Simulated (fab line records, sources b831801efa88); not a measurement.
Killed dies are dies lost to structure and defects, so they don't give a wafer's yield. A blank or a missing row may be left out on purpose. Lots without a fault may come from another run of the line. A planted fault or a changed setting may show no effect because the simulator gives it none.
fab line records | flow sky130
record lots=6 wafers=18 last_day=51
route steps=708 shown VIA3@575 PAD_OPEN@708
lots that met no fault: from a run of the same line without faults
start_h: hours from the record's first day to the start of the lot's first wafer shown | wait_h: hours since the lot's step before | " the same as in the row above | L1.1+2: a row that stands for several wafers | - no value, or no start given | * or withheld: withheld | < > ~ a bound
route shown NAME@n: a module of which the file shows steps, and the number in the route of the first | usual: mean/standard deviation of fault-free wafers | same: alike in all rows | chamber/n: place in a boat | sites: the reading at each site | _std_site: their standard deviation | _edge_site: outer sites' mean less inner sites' | radius_mm: how far each site lies from the wafer's centre | mask NAME#n: copy n | behind: the tool/chamber that last shaped the wafer | hold: why the lot was held/for how many hours/how that ended | device: the transistor (n, p or np) that didn't switch | end of line: the same wafers' tests at the end of the route | a step without rows: its recipe alone | killed: dies lost to structure and defects at the first sort, not the wafer's yield | map: a wafer's dies, x killed, . not, _ none there
set.NAME: the setting as run; set.NAME@STEP: as run at that earlier step | model.NAME: the simulator's own value behind a step, which no gauge read
lots at some steps of the route; a table a step, a row a wafer
services: from which hour (start_h, from the record's first day; less than 0 if before it) a tool's chamber was out of use, for how many hours, and why
## steps
# step SKY_VIA3_CMP_02
# recipe material=SiO2 down_force_psi=4 platen_rpm=60 pad_velocity_m_s=0.94248
# usual edge_zone_pressure_frac=1.000/0.0051 motor_current_A=11.9/0.86
# columns lot.wafer tool chamber start_h wait_h edge_zone_pressure_frac motor_current_A
L827.3 cmp-01 2 963.76 0.1 0.996 12.5
L827.2 " 3 " " 1.008 11.1
L827.5 " 0 " " 1.007 11.3
L832.4 cmp-02 1 996.87 0.3 1.010 12.0
L832.1 " 3 " " 0.994 11.7
L832.5 " 0 " " 1.002 10.9
L837.2 cmp-02 1 1031.91 0.0 0.997 11.8
L837.5 " 1 " " 1.005 11.5
L837.6 " 2 " " 0.999 12.3
L838.4 cmp-02 3 1035.92 0.0 1.006 11.5
L838.2 " 2 " " 0.996 12.4
L838.5 " 0 " " 0.995 10.3
L840.3 cmp-02 1 1049.78 0.1 0.995 11.2
L840.1 " 2 " " 1.007 11.4
L840.6 " 1 " " 1.004 11.8
L841.4 cmp-02 1 1080.41 0.1 1.004 11.8
L841.2 " 2 " " 0.991 12.0
L841.5 " 0 " " 1.004 10.8
# step SKY_VIA3_BOW_MEAS_03
# recipe mode=bow
# usual VIA3_BOW=81/7.5
# columns lot.wafer tool chamber start_h wait_h VIA3_BOW[um]
L827.2 film_metro-02 - 963.98 0.1 76
L827.3 " - " " 85
L827.5 " - " " 66
L832.1 film_metro-01 - 997.12 0.1 83
L832.4 " - " " 90
L832.5 " - " " 83
L837.2 film_metro-01 - 1032.23 0.3 83
L837.5 " - " " 78
L837.6 " - " " 86
L838.2 film_metro-03 - 1036.24 0.1 79
L838.4 " - " " 91
L838.5 " - " " 91
L840.1 film_metro-03 - 1050.03 0.1 79
L840.3 " - " " 82
L840.6 " - " " 82
L841.2 film_metro-03 - 1080.63 0.1 74
L841.4 " - " " 71
L841.5 " - " " 76
# step SKY_VIA3_DEHYDRATE_04
# recipe temp_c=200 time_s=60
# step SKY_VIA3_HMDS_05
# recipe prime_time_s=60 prime_temp_c=120
# step SKY_VIA3_COAT_06
# recipe resist=BARC temp_c=withheld time_s=withheld spin_rpm=3000 resist_thk_nm=60
# step SKY_VIA3_COAT_07
# recipe resist=KrF-thick spin_rpm=3000 resist_thk_nm=450
# step SKY_VIA3_SOFTBAKE_08
# recipe temp_c=100 time_s=90 resist=KrF-thick
# step SKY_VIA3_EXPOSE_09
# recipe mask_id=VIM3 na=0.8 source_shape=annular sigma_inner=0.55 sigma_outer=0.85 target_cd_nm=200 dose_mj=38
# step SKY_VIA3_PEB_10
# recipe peb_temp_c=withheld peb_time_s=withheld resist=KrF-thick
# step SKY_VIA3_DEVELOP_11
# recipe develop_time_s=60 resist=KrF-thick dev_temp_c=21
# step SKY_VIA3_CD_MEAS_12
# recipe target_cd_nm=200
# usual cd_nm=200.0/1.3
# columns lot.wafer tool chamber start_h wait_h cd_nm
L827.2 cd_sem-02 - 988.26 - 199.0
L827.3 " - " " 198.2
L827.5 " - " " 198.8
L832.1 cd_sem-01 - 1020.20 - 199.7
L832.4 " - " " 199.1
L832.5 " - " " 200.2
L837.2 cd_sem-01 - 1053.87 - 197.4
L837.5 " - " " 199.2
L837.6 " - " " 199.3
L838.2 cd_sem-01 - 1057.51 - 199.3
L838.4 " - " " 199.6
L838.5 " - " " 199.4
L840.1 cd_sem-02 - 1071.44 - 201.2
L840.3 " - " " 200.6
L840.6 " - " " 200.2
L841.2 cd_sem-01 - 1100.72 - 199.1
L841.4 " - " " 200.4
L841.5 " - " " 201.1
# step SKY_VIA3_OVL_MEAS_13
# usual VIA3_OVL=0/5.5
# columns lot.wafer tool chamber start_h wait_h VIA3_OVL[nm]
L827.2 overlay-02 - 988.36 0.1 -10
L827.3 " - " " -6
L827.5 " - " " -8
L832.1 overlay-02 - 1020.32 0.1 1
L832.4 " - " " -7
L832.5 " - " " 3
L837.2 overlay-02 - 1053.97 0.1 -5
L837.5 " - " " -8
L837.6 " - " " 0
L838.2 overlay-02 - 1057.62 0.1 -4
L838.4 " - " " -1
L838.5 " - " " -3
L840.1 overlay-02 - 1071.56 0.1 6
L840.3 " - " " 7
L840.6 " - " " -3
L841.2 overlay-01 - 1100.83 0.1 5
L841.4 " - " " 0
L841.5 " - " " 0
# step SKY_VIA3_ETCH_14
# recipe chemistry=N2/H2 target=BARC ion_energy_ev=200 source_w=500 bias_w=100 pressure_mtorr=30 n2_flow_sccm=100 h2_flow_sccm=200 stop_on=SiO2 time_s=45.9 target_depth_a=600
# usual drypump_motor_current_A=5.7/0.38 oes_product_au=0.854/0.0046 rf_fwd_power_W=495.1/2 throttle_valve_pct=13.224/0.0096
# same time_s=45.9
# columns lot.wafer tool chamber start_h wait_h drypump_motor_current_A oes_product_au rf_fwd_power_W rf_hours_counter_h throttle_valve_pct model.KrF-thick_of_VIA3_COAT_07.thk_nm
L827.2 rie_diel-01 0 988.39 0.0 5.6 0.854 491.4 17 13.222 394.1
L827.3 " 1 " " 6.0 0.858 495.8 20 13.220 393.7
L827.5 " 2 " " 5.9 0.854 495.6 - 13.223 395.7
L832.1 rie_diel-04 0 1020.35 0.0 5.3 0.851 496.2 20 13.228 392.1
L832.4 " 1 " " 4.9 0.845 495.4 22 13.217 390.4
L832.5 " 1 " " 4.9 0.850 494.7 - 13.223 389.8
L837.2 rie_diel-04 0 1054.00 0.0 5.3 0.855 494.1 21 13.215 397.4
L837.5 " 3 " " 5.6 0.855 495.7 - 13.216 390.7
L837.6 " 0 " " 5.3 0.856 495.5 - 13.230 396.6
L838.2 rie_diel-01 3 1057.65 0.0 5.9 0.857 492.3 7 13.238 392.2
L838.4 " 1 " " 5.9 0.856 496.8 22 13.230 393.1
L838.5 " 3 " " 5.9 0.846 493.9 - 13.220 390.8
L840.1 rie_diel-04 1 1071.60 0.0 4.9 0.852 497.1 23 13.211 391.5
L840.3 " 3 " " 5.7 0.851 494.9 14 13.234 390.7
L840.6 " 1 " " 4.9 0.845 493.6 - 13.221 395.9
L841.2 rie_diel-01 2 1100.86 0.0 5.9 0.851 493.4 30 13.223 394.1
L841.4 " 0 " " 5.6 0.850 489.2 21 13.222 392.6
L841.5 " 2 " " 5.9 0.855 496.1 - 13.222 393.4
# step SKY_VIA3_ETCH_15
# recipe target=SiO2 chemistry=C4F8/O2/Ar target_depth_nm=507 stop_on=TiN mask_material=KrF-thick source_w=1500 bias_w=1200 pressure_mtorr=40 c4f8_flow_sccm=withheld O2_flow_sccm=6 Ar_flow_sccm=300 time_s=78
# usual oes_product_au=0.947/0.0053 rf_fwd_power_W=1490/5.1
# same time_s=78
# columns lot.wafer tool chamber start_h wait_h oes_product_au rf_fwd_power_W rf_hours_counter_h
L827.2 rie_diel-01 0 988.44 0.0 0.940 1484 17
L827.3 " 1 " " 0.951 1488 20
L827.5 " 2 " " 0.955 1493 -
L832.1 rie_diel-04 0 1020.40 0.0 0.957 1487 20
L832.4 " 1 " " 0.946 1489 22
L832.5 " 1 " " 0.941 1490 -
L837.2 rie_diel-04 0 1054.05 0.0 0.940 1494 21
L837.5 " 3 " " 0.945 1492 -
L837.6 " 0 " " 0.947 1491 -
L838.2 rie_diel-01 3 1057.69 0.0 0.957 1481 7
L838.4 " 1 " " 0.949 1495 22
L838.5 " 3 " " 0.946 1485 -
L840.1 rie_diel-04 1 1071.64 0.0 0.954 1498 23
L840.3 " 3 " " 0.945 1485 14
L840.6 " 1 " " 0.946 1488 -
L841.2 rie_diel-01 2 1100.90 0.0 0.940 1485 30
L841.4 " 0 " " 0.941 1481 21
L841.5 " 2 " " 0.944 1483 -
# step SKY_PAD_OPEN_PROBE_99
# usual defect_limited_yield=82.6/1.8 killed_at_M0_to_M3=43/6.5 killed_at_M4_up=3.1/1.8 killed_at_contacts=24/5.6 killed_at_front_end=15/4.2 killed_at_other=0.3/0.5 killed_dies=86/8.9 killed_open=47/6.9 killed_short=39/5.9 sort_bin_3_pad_short=0.9/0.39 sort_bin_5_function=10.4/1.6 sort_bin_6_memory=6.2/1 sort_n_pass=406/8.9 sort_yield_pct=82.6/1.8
# same gross_dies=492 killed_at_back_side=0 sort_bin_4_leakage[%]=0 sort_bin_8_speed[%]=0
# columns lot.wafer tool chamber start_h wait_h defect_limited_yield[%] killed_at_M0_to_M3 killed_at_M4_up killed_at_contacts killed_at_front_end killed_at_other killed_dies killed_open killed_short sort_bin_3_pad_short[%] sort_bin_5_function[%] sort_bin_6_memory[%] sort_n_pass sort_yield_pct[%]
L832.1 prober-02 - 1151.62 0.1 83.9 43 4 17 15 0 79 45 34 0 8.3 7.7 413 83.9
L832.4 prober-02 - 1151.77 0.2 83.7 43 3 19 15 0 80 39 41 0.6 10.6 5.1 412 83.7
L832.5 prober-02 - 1151.82 0.2 82.3 44 2 31 10 0 87 49 38 1.0 9.8 6.9 405 82.3
L838.2 prober-02 - 1180.51 0.1 84.8 37 2 19 16 1 75 40 35 0 9.1 6.1 417 84.8
L838.4 prober-02 - 1180.61 0.2 80.7 52 3 28 12 0 95 55 40 1.0 13.0 5.3 397 80.7
L838.5 prober-02 - 1180.66 0.2 80.9 57 2 20 15 0 94 64 30 0.6 10.6 7.9 398 80.9
# killed by level:class
L832.1 VIA1:geometric_particle:open=13 VIA1:geometric_particle:short=9 CONTACT:geometric_particle:open=8 VIA2:geometric_particle:open=6 LI_CONTACT:geometric_particle:open=4 VIA3:geometric_particle:open=4 METAL2:geometric_particle:short=4 METAL4:geometric_particle:short=4
L832.4 VIA1:geometric_particle:open=10 METAL2:geometric_particle:short=8 CONTACT:geometric_particle:open=7 VIA2:geometric_particle:open=6 METAL1:geometric_particle:short=6 VIA2:geometric_particle:short=5 FIELD_ISO:geometric_particle:open=4 VIA1:geometric_particle:short=4
L832.5 VIA1:geometric_particle:open=11 LI_CONTACT:geometric_particle:open=10 CONTACT:geometric_particle:short=8 CONTACT:geometric_particle:open=8 METAL2:geometric_particle:short=8 VIA2:geometric_particle:open=6 FIELD_ISO:geometric_particle:open=4 VIA1:geometric_particle:short=4
L838.2 VIA1:geometric_particle:open=7 LI_CONTACT:geometric_particle:open=6 CONTACT:geometric_particle:open=6 VIA2:geometric_particle:open=5 VIA3:geometric_particle:open=5 POLY_GATE:geometric_particle:open=4 POLY_GATE:geometric_particle:short=4 LOCAL_INTERCONNECT:geometric_particle:short=4
L838.4 CONTACT:geometric_particle:open=13 VIA1:geometric_particle:open=11 VIA1:geometric_particle:short=7 FIELD_ISO:geometric_particle:short=6 LI_CONTACT:geometric_particle:open=6 VIA3:geometric_particle:open=6 METAL1:geometric_particle:short=5 METAL2:geometric_particle:short=5
L838.5 VIA1:geometric_particle:open=17 VIA3:geometric_particle:open=13 CONTACT:geometric_particle:open=10 VIA1:geometric_particle:short=7 METAL1:geometric_particle:short=6 POLY_GATE:geometric_particle:open=5 VIA2:geometric_particle:open=5 FIELD_ISO:geometric_particle:short=4
## services
# columns tool chamber start_h hours kind
cmp-01 - 941.95 0.9 repair
rie_diel-04 0 942.80 4.1 repair
cmp-02 - 951.22 1.3 repair
cmp-01 - 952.18 0.5 repair
rie_diel-04 3 982.81 5.2 repair
cmp-02 - 983.91 6.3 repair
cmp-01 - 996.53 0.6 repair
rie_diel-04 3 1000.13 8.5 repair
cmp-01 - 1008.26 9.0 pm
rie_diel-01 - 1019.02 2.1 repair
rie_diel-01 1 1027.49 4.0 repair
cmp-01 - 1039.18 6.3 pm
rie_diel-01 3 1059.60 6.3 repair
rie_diel-04 - 1064.95 2.8 pm
cmp-02 - 1084.18 4.0 pm
cmp-02 - 1088.18 - consumable_replace:conditioner
cmp-02 - 1088.18 - consumable_replace:pad
cmp-01 - 1089.54 4.9 pm
cmp-02 - 1091.07 1.6 repair
rie_diel-01 2 1094.63 1.7 repair
## key
first_sign none at tools or gauges
model_effect step=SKY_VIA3_ETCH_14 value=KrF-thick_of_VIA3_COAT_07.thk_nm without=390.7 struck=396.6
met_at SKY_VIA3_ETCH_14
struck_wafers L837.2,L837.6,L840.6
onset_between 1020.35 1054.00
fault kind=process_parameter_drift tool=rie_diel-04 chamber=- onset_h=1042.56 steps=SKY_VIA3_ETCH_14 channel=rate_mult offset=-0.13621 shape=step end_h=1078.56 scope=struck_wafers_only
